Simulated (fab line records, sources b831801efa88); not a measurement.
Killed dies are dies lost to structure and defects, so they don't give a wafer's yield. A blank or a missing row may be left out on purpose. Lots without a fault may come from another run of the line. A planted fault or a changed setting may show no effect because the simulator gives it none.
Problem report in the 8D (eight disciplines) form, filled by code | flow sky130 | the parts of the form that need people (team, actions taken, sign-off) are left out

1. THE PROBLEM
RES_XHIGH_TW at SKY_RES_XHIGH_TW_MEAS_09 reads a mean of 995 on 6 wafers of 2 lots; wafers without a fault read 1637 with a standard deviation of 14. That is -46 standard deviations from the usual mean.
First seen on wafer L334.2, day 30 14:46, on film_metro-01. The record holds 33 wafers of 11 lots with a number at this step. Rule for "out", or "out of limits": more than 4 standard deviations from the usual mean. The other wafers with a number count as sound.

2. WHAT IT IS AND WHAT IT IS NOT
question                    | is                     | is not
which readings at this step | RES_XHIGH_TW           | -
which lots                  | L334, L336             | L324, L326, L327, L330, L338, L341, L343, L346, L347
which wafers of those lots  | all that have a number | -
read on which gauges        | film_metro-01          | film_metro-03, film_metro-04
when                        | from day 30 14:46      | up to then (12 sound wafers); but 15 sound wafers of L338, L341, L343, L346, L347 came after

3. SUSPECTS, AND WHAT RULES EACH OUT
Counting: a tool at a process step up to the reading stays a suspect if it ran every lot that is out and no sound lot after the first of them.
- the gauge at SKY_RES_XHIGH_TW_MEAS_09: ruled out. All the wafers that are out were read on film_metro-01, but those of them that SKY_RES_XHIGH_IMPLANT_07 has rows for are out there too, on other tools.
- implanter-01 at SKY_RES_XHIGH_IMPLANT_07: ruled out as a lasting fault. Sound lots L347 ran on it after its first lot that is out, L334 (day 30 14:32).
Left after counting: nothing in the record.

4. THE CAUSE (what the simulator had put in)
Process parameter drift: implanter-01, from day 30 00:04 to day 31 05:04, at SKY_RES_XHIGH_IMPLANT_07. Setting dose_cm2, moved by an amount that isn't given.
Counting ruled it out, wrongly: the rule takes a fault to strike every lot that its tool runs from its start on, and this one did not.

5. THE CHAIN OF EFFECTS, in route order
Each row: a reading whose mean over the struck wafers that have a number lies more than 3 standard deviations from the usual. Only readings for which the record gives a usual standard deviation are gone through. hours: the time from each lot's start at the first step in this table that gives one to its start at this step, as a median over the lots. sigmas: the change in usual standard deviations.
hours | step                     | reading            | usual        | on struck wafers | change     | sigmas
0     | SKY_RES_XHIGH_IMPLANT_07 | beam_on_s          | 38.5 s       | 9.9              | -28.6      | -14
0     | SKY_RES_XHIGH_IMPLANT_07 | dose_ions_cm2      | 3.601e+14    | 7.568e+13        | -2.844e+14 | -99 or more
0     | SKY_RES_XHIGH_IMPLANT_07 | faraday_current_uA | 528          | 428              | -100       | -3.5
0     | SKY_RES_XHIGH_TW_MEAS_09 | RES_XHIGH_TW       | 1637         | 995              | -642       | -46
28    | SKY_SD_N_RS_MEAS_18      | RES_XHIGH_RS       | 333.3 ohm/sq | 1172.7           | +839.4     | +99 or more
The process steps in it:
- SKY_RES_XHIGH_IMPLANT_07
Later measuring or inspecting steps at which every struck wafer that the step has a row for has a number for every such reading, and none has moved that far: SKY_LI_CONTACT_OVL_MEAS_13.

6. WHAT WOULD HAVE CAUGHT IT SOONER
In this record the first reading out of limits at a measuring or inspecting step was taken at day 30 14:46, 15 hours after the fault began at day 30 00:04.
The tool's own readings at SKY_RES_XHIGH_IMPLANT_07 were out on every struck wafer that the step has a row for (beam_on_s, dose_ions_cm2): an alarm limit on them would have fired on the first of those.
